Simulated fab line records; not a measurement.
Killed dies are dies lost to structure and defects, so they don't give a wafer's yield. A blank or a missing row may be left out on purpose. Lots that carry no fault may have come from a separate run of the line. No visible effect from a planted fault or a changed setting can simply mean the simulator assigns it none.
Tool commonality check	flow sky130	12 lots and 35 wafers in the sample

## REASON IT WAS OPENED
Of 12 lots, 2 have the reading FIELD_ISO_OXIDATION_00_THK flagged at SKY_FIELD_ISO_THK_MEAS_02. Wafers without a fault read 12.07 nm, standard deviation 0.25.
Rule: flag the lot when none of its wafers has a number, or when each of its wafers that has one lies beyond 4 standard deviations from that mean. The rest of the lots are taken to be sound.

lot	measured	on	FIELD_ISO_OXIDATION_00_THK (nm), wafer by wafer	flag
L164	day 1 12:15	filmMetro-04	12.02 11.85 11.89	
L166	day 1 22:02	filmMetro-04	12.28 12.00 12.32	
L167	day 2 03:34	filmMetro-02	10.19 9.99 9.89	FLAGGED
L168	day 2 12:16	filmMetro-01	10.58 10.76 10.66	FLAGGED
L179	day 4 14:56	filmMetro-04	11.85 12.39 12.05	
L180	day 4 20:41	filmMetro-01	12.05 12.28 12.09	
L181	day 5 03:50	filmMetro-01	12.11 12.50 12.25	
L182	day 5 07:54	filmMetro-02	12.13 12.16 12.02	
L184	day 5 16:14	filmMetro-04	11.71 11.71 11.76	
L185	day 5 21:30	filmMetro-01	12.08 12.03 12.04	
L186	day 6 01:38	filmMetro-02	12.07 11.87 11.80	
L187	day 6 06:39	filmMetro-01	11.86 11.79	
The mean of the flagged lots' numbers is 10.35 nm, -1.72 nm from the usual (-7 standard deviations).

## WHICH TOOL EACH LOT WENT THROUGH
The record holds 1 process step before the reading, out of a route of 708 steps. Every cell lists first the tool, next ch and the chambers used by the sampled wafers, and last the start.
lot	flag	SKY_FIELD_ISO_OXIDATION_01
L164		furnace-01 ch 0, day 1 10:44
L166		furnace-02 ch 0, day 1 20:31
L167	FLAGGED	furnace-02 ch 0, day 2 02:02
L168	FLAGGED	furnace-02 ch 0, day 2 10:44
L179		furnace-01 ch 0, day 4 13:25
L180		furnace-01 ch 0, day 4 19:11
L181		furnace-02 ch 0, day 5 02:19
L182		furnace-02 ch 0, day 5 06:23
L184		furnace-02 ch 0, day 5 14:43
L185		furnace-01 ch 0, day 5 19:59
L186		furnace-02 ch 0, day 6 00:07
L187		furnace-02 ch 0, day 6 05:07
What the steps here do:
- SKY_FIELD_ISO_OXIDATION_01: stabilise 600 s, purge 300 s, target thk 12 nm.
- SKY_FIELD_ISO_THK_MEAS_02

## FLAGGED AGAINST TOTAL, ONE TOOL AT A TIME (gauges that did the reading follow at the end)
step	tool	lots run	flagged	share of the flagged lots	sound lots run after its first flagged lot
SKY_FIELD_ISO_OXIDATION_01	furnace-01	4	0	none	-
SKY_FIELD_ISO_OXIDATION_01	furnace-02	8	2	all	5 (L181,L182,L184,L186,L187)
SKY_FIELD_ISO_THK_MEAS_02	filmMetro-01	5	1	some	4 (L180,L181,L185,L187)
SKY_FIELD_ISO_THK_MEAS_02	filmMetro-02	3	1	some	2 (L182,L186)
SKY_FIELD_ISO_THK_MEAS_02	filmMetro-04	4	0	none	-

## WHAT IS ALLOWED BY THE TABLE
All flagged lots share 1 row of the table, namely furnace-02 at SKY_FIELD_ISO_OXIDATION_01.
- furnace-02 at SKY_FIELD_ISO_OXIDATION_01: 2 of its 8 lots flagged. After the first flagged lot (L181, L182, L184, L186, L187), sound lots still ran on it; a lasting fault on the whole tool would not permit that.
Every row of the table either missed a flagged lot or ran a sound lot after the first.

## WHAT HAD BEEN PUT IN BY THE SIMULATOR
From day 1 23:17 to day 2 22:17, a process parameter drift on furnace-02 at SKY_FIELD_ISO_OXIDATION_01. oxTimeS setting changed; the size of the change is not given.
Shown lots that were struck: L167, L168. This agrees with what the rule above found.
